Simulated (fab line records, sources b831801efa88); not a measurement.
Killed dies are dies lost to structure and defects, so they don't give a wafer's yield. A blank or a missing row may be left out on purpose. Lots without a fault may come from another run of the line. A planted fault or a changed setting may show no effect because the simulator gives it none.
A struck lot beside a sound one | flow gf180mcu | 16 steps out of a route of 602
Sound: wafers L118.1, L118.3, L118.4. Struck: wafers L113.2, L113.5, L113.6. The cause comes at the end.
At each step with rows: each side's tool, then ch and its chambers, then its first start. Under that, the readings that differ: sound wafers | struck wafers | difference of the means | sigmas: that difference in standard deviations of wafers without a fault.
alike: readings whose means differ by less than 2 such deviations, and words and numbers that are the same on both sides. not compared: withheld readings, readings that some wafer has no value for, bounds like >300 that may hide the same value, and numbers for which the record gives no deviation and whose values overlap.
The two part at a step that has a row with sigmas, a row that says differs or no value, or rows on one side only. Numbers that don't overlap but have no deviation are shown without sigmas and don't part them. A reading that every wafer of one side lacks parts them only if that side has two wafers or more.

first, 2 steps without rows for these wafers: GF_MVPSD_IMPLANT_08; GF_MVPSD_IMPLANT_09.
GF_MVPSD_STRIP_10: strips in O2/N2.
  sound on plasma_asher-01 ch 0,1, day 10 13:43; struck on plasma_asher-01 ch 0,1, day 9 07:09
  alike: drypump_motor_current_A, heater_power_w, oes_product_au, strip_time_to_endpoint_s
  not compared: rf_hours_counter_h
GF_MVPSD_TW_MEAS_11:
  sound on film_metro-04, day 10 13:49; struck on film_metro-02, day 9 07:16
  reading  | sound             | struck            | difference | sigmas
  MVPSD_TW | 545.7 549.1 547.1 | 551.5 552.4 554.5 | +5.5       | +2
then, 7 steps without rows for these wafers: GF_VT_IMPLANT_DEHYDRATE_00 (time 60 s); GF_VT_IMPLANT_HMDS_01 (prime time 60 s); GF_VT_IMPLANT_COAT_02 (resist thk 1000 nm); GF_VT_IMPLANT_SOFTBAKE_03 (time 60 s); GF_VT_IMPLANT_EXPOSE_04 (exposes mask LVPWELL LV AREA, target cd 600 nm); GF_VT_IMPLANT_PEB_05; GF_VT_IMPLANT_DEVELOP_06 (develop time 60 s).
GF_VT_IMPLANT_OVL_MEAS_07:
  sound on overlay-02, day 11 08:14; struck on overlay-02, day 10 00:08
  alike: VT_IMPLANT_OVL
GF_VT_IMPLANT_IMPLANT_08:
  sound on implanter-01 ch 0, day 11 08:17; struck on implanter-04 ch 0, day 10 00:11
  reading                   | sound                | struck               | difference | sigmas
  beam_energy_keV           | 20.010 20.004 19.998 | 21.093 21.091 21.093 | +1.088     | +99 or more
  model.implant.rp_nm (nm)  | 17.02 17.02 17.02    | 18.58 18.58 18.58    | +1.56      |
  model.implant.drp_nm (nm) | 9.752 9.752 9.752    | 10.12 10.12 10.12    | +0.37      |
GF_VT_IMPLANT_STRIP_09: strips in O2/N2.
  sound on plasma_asher-02 ch 0,1, day 11 08:26; struck on plasma_asher-03 ch 0,1, day 10 00:19
  reading                      | sound             | struck            | difference | sigmas
  strip_time_to_endpoint_s (s) | 12.55 12.57 12.59 | 12.61 12.66 12.66 | +0.07      | +2
  alike: drypump_motor_current_A, heater_power_w, oes_product_au
  not compared: rf_hours_counter_h
GF_VT_IMPLANT_TW_MEAS_10:
  sound on film_metro-02, day 11 08:32; struck on film_metro-02, day 10 00:25
  reading       | sound       | struck      | difference | sigmas
  VT_IMPLANT_TW | 562 562 566 | 571 574 571 | +9         | +2
then, 1 step without rows for these wafers: GF_VT_IMPLANT_DEHYDRATE_11 (time 60 s).

WHERE THEY PART
First at GF_MVPSD_TW_MEAS_11; last, within this record, at GF_VT_IMPLANT_TW_MEAS_10.

WHY: what the simulator had put in
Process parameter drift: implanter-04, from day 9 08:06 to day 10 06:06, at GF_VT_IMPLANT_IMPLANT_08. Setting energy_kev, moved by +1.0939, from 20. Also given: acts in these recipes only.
